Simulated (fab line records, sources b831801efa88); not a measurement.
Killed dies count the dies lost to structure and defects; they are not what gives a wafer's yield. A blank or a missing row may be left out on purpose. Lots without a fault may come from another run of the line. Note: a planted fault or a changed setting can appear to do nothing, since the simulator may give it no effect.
Which tool is to blame? :: flow sky130 :: 33 wafers sampled from 11 lots at 1 step of a route of 708

WHAT EACH GAUGE READ, for each wafer
SKY_VT_ADJUST_NCORE_CD_MEAS_07: the cd target is 380 nm.
lot: L324
measured: day 8 22:01
on: cdSem-01
cdNm (nm): 380.7 381.4 382.2

lot: L327
measured: day 9 19:08
on: cdSem-02
cdNm (nm): 379.0 382.5 380.9

lot: L329
measured: day 10 10:49
on: cdSem-02
cdNm (nm): 379.8 379.9 379.1

lot: L330
measured: day 10 20:01
on: cdSem-01
cdNm (nm): 379.2 378.3 378.7

lot: L332
measured: day 11 06:11
on: cdSem-02
cdNm (nm): 376.3 376.5 376.8

lot: L339
measured: day 13 04:51
on: cdSem-02
cdNm (nm): 383.3 381.7 382.4

lot: L341
measured: day 14 00:28
on: cdSem-01
cdNm (nm): 377.9 379.9 379.6

lot: L343
measured: day 14 15:17
on: cdSem-02
cdNm (nm): 380.2 381.2 380.7

lot: L344
measured: day 14 16:03
on: cdSem-01
cdNm (nm): 379.4 383.6 384.0

lot: L345
measured: day 15 00:45
on: cdSem-01
cdNm (nm): 380.0 380.2 378.2

lot: L346
measured: day 15 06:13
on: cdSem-02
cdNm (nm): 378.6 377.7 382.2

EACH LOT AND THE TOOL THAT RAN IT (in order: tool; ch and the chambers of the sampled wafers; start)
Before these readings, the record contains no process step.

THE ANSWER, worked out from the rows above alone
Rule: the lots themselves supply what counts as usual. The widest of any qualifying gaps counts: lots, ordered by their means at a reading, are off when they make up no more than a third of the lots, leave a main group of 4 or more, and stand apart from it by 3 or more times the standard deviation of that group's means. Not used: any main group whose means are identical at the precision the tables above print for the reading. Also off: a lot with no number at a reading for which 4 or more lots have one. Where the step has rows for the other lots, those lots are counted as sound.
No lot is off at any reading shown: from this, nothing can be told.

WHAT WAS PUT IN BY THE SIMULATOR
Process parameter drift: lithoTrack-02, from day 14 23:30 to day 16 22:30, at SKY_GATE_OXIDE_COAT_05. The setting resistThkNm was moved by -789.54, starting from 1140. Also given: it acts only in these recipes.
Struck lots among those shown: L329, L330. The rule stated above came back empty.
